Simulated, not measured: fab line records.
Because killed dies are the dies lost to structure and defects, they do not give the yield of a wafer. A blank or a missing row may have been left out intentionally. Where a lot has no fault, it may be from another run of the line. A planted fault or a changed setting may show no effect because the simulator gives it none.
Lot-split experiment / flow sky130 / 23 wafers read from 5 lots, route of 708 steps

== THE SPLIT ITSELF ==
At SKY_METAL4_SPUTTER_00 (material Ti, target thk 15 nm, time 10 s), the setting chamber pressure pa was moved away from the recipe's 0.4 Pa on 15 of the 23 wafers read, by -14.1% to +7.6%. This setting was run at the recipe's value on the other wafers.

The reading is taken at the split's own step.

== THE READING ==
Ti_of_METAL4_SPUTTER_00.thk nm (the simulator's own value, which no gauge read), in nm, at SKY_METAL4_SPUTTER_00 (material Ti, target thk 15 nm, time 10 s). The file does not state a usual value for it. Average 15.03 nm, standard deviation 0.074 nm, over the 8 wafers here run with the recipe.

wafer=L076.1; tool, chamber at the split=pvd sputter-04, -; chamber pressure pa as run, Pa=0.4305; against the recipe=+7.6%; Ti_of_METAL4_SPUTTER_00.thk nm, nm=14.52; against lot-mates on the recipe=no lot-mate on the recipe
wafer=L076.2; tool, chamber at the split=pvd sputter-04, -; chamber pressure pa as run, Pa=0.4305; against the recipe=+7.6%; Ti_of_METAL4_SPUTTER_00.thk nm, nm=14.77; against lot-mates on the recipe=no lot-mate on the recipe
wafer=L076.3; tool, chamber at the split=pvd sputter-04, -; chamber pressure pa as run, Pa=0.4305; against the recipe=+7.6%; Ti_of_METAL4_SPUTTER_00.thk nm, nm=14.81; against lot-mates on the recipe=no lot-mate on the recipe
wafer=L076.5; tool, chamber at the split=pvd sputter-04, -; chamber pressure pa as run, Pa=0.4305; against the recipe=+7.6%; Ti_of_METAL4_SPUTTER_00.thk nm, nm=14.83; against lot-mates on the recipe=no lot-mate on the recipe
wafer=L076.6; tool, chamber at the split=pvd sputter-04, -; chamber pressure pa as run, Pa=0.4305; against the recipe=+7.6%; Ti_of_METAL4_SPUTTER_00.thk nm, nm=14.9; against lot-mates on the recipe=no lot-mate on the recipe
wafer=L077.2; tool, chamber at the split=pvd sputter-02, -; chamber pressure pa as run, Pa=0.4; against the recipe=recipe; Ti_of_METAL4_SPUTTER_00.thk nm, nm=14.94; against lot-mates on the recipe=-
wafer=L077.3; tool, chamber at the split=pvd sputter-02, -; chamber pressure pa as run, Pa=0.4; against the recipe=recipe; Ti_of_METAL4_SPUTTER_00.thk nm, nm=14.98; against lot-mates on the recipe=-
wafer=L077.5; tool, chamber at the split=pvd sputter-02, -; chamber pressure pa as run, Pa=0.4; against the recipe=recipe; Ti_of_METAL4_SPUTTER_00.thk nm, nm=14.98; against lot-mates on the recipe=-
wafer=L077.4; tool, chamber at the split=pvd sputter-02, -; chamber pressure pa as run, Pa=0.4; against the recipe=recipe; Ti_of_METAL4_SPUTTER_00.thk nm, nm=15.07; against lot-mates on the recipe=-
wafer=L077.6; tool, chamber at the split=pvd sputter-02, -; chamber pressure pa as run, Pa=0.4; against the recipe=recipe; Ti_of_METAL4_SPUTTER_00.thk nm, nm=15.08; against lot-mates on the recipe=-
wafer=L079.2; tool, chamber at the split=pvd sputter-03, -; chamber pressure pa as run, Pa=0.3494; against the recipe=-12.7%; Ti_of_METAL4_SPUTTER_00.thk nm, nm=15.11; against lot-mates on the recipe=no lot-mate on the recipe
wafer=L079.3; tool, chamber at the split=pvd sputter-03, -; chamber pressure pa as run, Pa=0.3494; against the recipe=-12.7%; Ti_of_METAL4_SPUTTER_00.thk nm, nm=15.26; against lot-mates on the recipe=no lot-mate on the recipe
wafer=L079.4; tool, chamber at the split=pvd sputter-03, -; chamber pressure pa as run, Pa=0.3494; against the recipe=-12.7%; Ti_of_METAL4_SPUTTER_00.thk nm, nm=15.33; against lot-mates on the recipe=no lot-mate on the recipe
wafer=L079.5; tool, chamber at the split=pvd sputter-03, -; chamber pressure pa as run, Pa=0.3494; against the recipe=-12.7%; Ti_of_METAL4_SPUTTER_00.thk nm, nm=15.4; against lot-mates on the recipe=no lot-mate on the recipe
wafer=L079.6; tool, chamber at the split=pvd sputter-03, -; chamber pressure pa as run, Pa=0.3494; against the recipe=-12.7%; Ti_of_METAL4_SPUTTER_00.thk nm, nm=15.37; against lot-mates on the recipe=no lot-mate on the recipe
wafer=L081.2; tool, chamber at the split=pvd sputter-04, -; chamber pressure pa as run, Pa=0.4; against the recipe=recipe; Ti_of_METAL4_SPUTTER_00.thk nm, nm=15.03; against lot-mates on the recipe=-
wafer=L081.4; tool, chamber at the split=pvd sputter-04, -; chamber pressure pa as run, Pa=0.4; against the recipe=recipe; Ti_of_METAL4_SPUTTER_00.thk nm, nm=15.19; against lot-mates on the recipe=-
wafer=L081.6; tool, chamber at the split=pvd sputter-04, -; chamber pressure pa as run, Pa=0.4; against the recipe=recipe; Ti_of_METAL4_SPUTTER_00.thk nm, nm=14.99; against lot-mates on the recipe=-
wafer=L085.1; tool, chamber at the split=pvd sputter-03, -; chamber pressure pa as run, Pa=0.3438; against the recipe=-14.1%; Ti_of_METAL4_SPUTTER_00.thk nm, nm=15.61; against lot-mates on the recipe=no lot-mate on the recipe
wafer=L085.2; tool, chamber at the split=pvd sputter-03, -; chamber pressure pa as run, Pa=0.3438; against the recipe=-14.1%; Ti_of_METAL4_SPUTTER_00.thk nm, nm=15.23; against lot-mates on the recipe=no lot-mate on the recipe
wafer=L085.4; tool, chamber at the split=pvd sputter-03, -; chamber pressure pa as run, Pa=0.3438; against the recipe=-14.1%; Ti_of_METAL4_SPUTTER_00.thk nm, nm=15.52; against lot-mates on the recipe=no lot-mate on the recipe
wafer=L085.5; tool, chamber at the split=pvd sputter-03, -; chamber pressure pa as run, Pa=0.3438; against the recipe=-14.1%; Ti_of_METAL4_SPUTTER_00.thk nm, nm=15.6; against lot-mates on the recipe=no lot-mate on the recipe
wafer=L085.6; tool, chamber at the split=pvd sputter-03, -; chamber pressure pa as run, Pa=0.3438; against the recipe=-14.1%; Ti_of_METAL4_SPUTTER_00.thk nm, nm=15.51; against lot-mates on the recipe=no lot-mate on the recipe

THE FIT
A straight line over all 23 wafers: Ti_of_METAL4_SPUTTER_00.thk nm changes by -0.0295 nm for each +1% of chamber pressure pa; r = -0.90; the points scatter about the line by 0.13 nm.
Too few moved wafers have a lot-mate on the recipe to fit a line with each lot's own level taken away.

== FILE'S OWN FIT ==
Ti_of_METAL4_SPUTTER_00.thk nm changes by -0.0297 nm for each +1% of chamber pressure pa, r = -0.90.
